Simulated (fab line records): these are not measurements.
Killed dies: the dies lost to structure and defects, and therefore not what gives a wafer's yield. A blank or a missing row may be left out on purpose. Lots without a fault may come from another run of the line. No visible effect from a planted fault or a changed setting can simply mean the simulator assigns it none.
Commonality check across tools    flow sky130    Lots sampled 13, wafers sampled 39

== WHAT PROMPTED THE OPENING ==
1 of 13 lots carry a flag on the reading SONOS_ONO_CVD_02_THK at SKY_SONOS_ONO_THK_MEAS_03. No-fault wafers: 10.53 nm, standard deviation 0.12.
Rule: a lot is flagged in two cases, either no wafer of it has a number, or all its wafers with numbers fall more than 4 standard deviations from that mean. All remaining lots are regarded as sound.

lot   measured      on            SONOS_ONO_CVD_02_THK (nm), wafer by wafer  flag
L707  day 9 13:25   filmMetro-03  10.57 10.54 10.52                          
L708  day 9 21:01   filmMetro-03  10.58 10.45 10.42                          
L709  day 10 05:12  filmMetro-01  10.60 10.66 10.52                          
L712  day 10 22:27  filmMetro-04  10.73 10.66 10.73                          
L714  day 11 10:25  filmMetro-03  10.46 10.36 10.41                          
L715  day 11 18:24  filmMetro-04  10.58 10.76 10.61                          
L716  day 11 22:27  filmMetro-03  10.53 10.57 10.53                          
L718  day 12 10:19  filmMetro-03  10.51 10.50 10.43                          
L719  day 12 14:32  filmMetro-01  10.35 10.48 10.40                          
L723  day 14 01:44  filmMetro-01  8.38 8.41 8.36                             FLAGGED
L728  day 22 21:45  filmMetro-03  10.42 10.29 10.52                          
L729  day 22 21:45  filmMetro-01  10.43 10.33 10.30                          
L730  day 22 21:45  filmMetro-04  10.56 10.51 10.57                          
The numbers of the flagged lots are 8.38 nm on average: -2.15 nm against the usual, or -18 standard deviations.

== TOOL THAT RAN EACH LOT ==
The record holds 1 process step before the reading, out of a route of 708 steps. In each cell: the tool, then ch and the chambers that the sampled wafers went through, then the start.
lot   flag     SKY_SONOS_ONO_CVD_02
L707           lpcvd-02 ch 1, day 9 12:22
L708           lpcvd-02 ch 1, day 9 19:58
L709           lpcvd-02 ch 0, day 10 04:09
L712           lpcvd-02 ch 1, day 10 21:24
L714           lpcvd-02 ch 1, day 11 09:22
L715           lpcvd-02 ch 1, day 11 17:20
L716           lpcvd-02 ch 0, day 11 21:23
L718           lpcvd-02 ch 0, day 12 08:45
L719           lpcvd-02 ch 0, day 12 13:28
L723  FLAGGED  lpcvd-02 ch 0, day 14 00:41
L728           lpcvd-02 ch 1, day 22 20:41
L729           lpcvd-02 ch 0, day 22 20:41
L730           lpcvd-02 ch 0, day 22 20:41
What is done by these steps:
- SKY_SONOS_ONO_CVD_02: deposits Si3N4 from DCS/NH3, target thk 10.5 nm, time 180 s.
- SKY_SONOS_ONO_THK_MEAS_03

== FLAGGED OVER TOTAL, TOOL BY TOOL (the gauges that took the reading come last) ==
step                       tool          lots run  flagged  share of the flagged lots  sound lots run after its first flagged lot
SKY_SONOS_ONO_CVD_02       lpcvd-02      13        1        all                        3 (L728,L729,L730)
SKY_SONOS_ONO_THK_MEAS_03  filmMetro-01  4         1        all                        1 (L729)
SKY_SONOS_ONO_THK_MEAS_03  filmMetro-03  6         0        none                       -
SKY_SONOS_ONO_THK_MEAS_03  filmMetro-04  3         0        none                       -

== WHAT THE TABLE ALLOWS ==
Rows of the table that ran all the flagged lots, 2 in number: lpcvd-02 at SKY_SONOS_ONO_CVD_02; filmMetro-01 at SKY_SONOS_ONO_THK_MEAS_03.
- lpcvd-02 at SKY_SONOS_ONO_CVD_02 ran 13 lots, 1 of them flagged. After the first flagged lot (L728, L729, L730), sound lots still ran on it; a lasting fault on the whole tool would not permit that. Its own readings lie more than 4 standard deviations out on every wafer of the flagged lots: spikeTcBottomC, spikeTcCentreC, spikeTcLowerC, spikeTcTopC, spikeTcUpperC.
- filmMetro-01 at SKY_SONOS_ONO_THK_MEAS_03 ran 4 lots, 1 of them flagged. After the first flagged lot (L729), sound lots still ran on it; a lasting fault on the whole tool would not permit that.
Every row of the table either missed a flagged lot or ran a sound lot after the first.

== WHAT HAD BEEN PUT IN BY THE SIMULATOR ==
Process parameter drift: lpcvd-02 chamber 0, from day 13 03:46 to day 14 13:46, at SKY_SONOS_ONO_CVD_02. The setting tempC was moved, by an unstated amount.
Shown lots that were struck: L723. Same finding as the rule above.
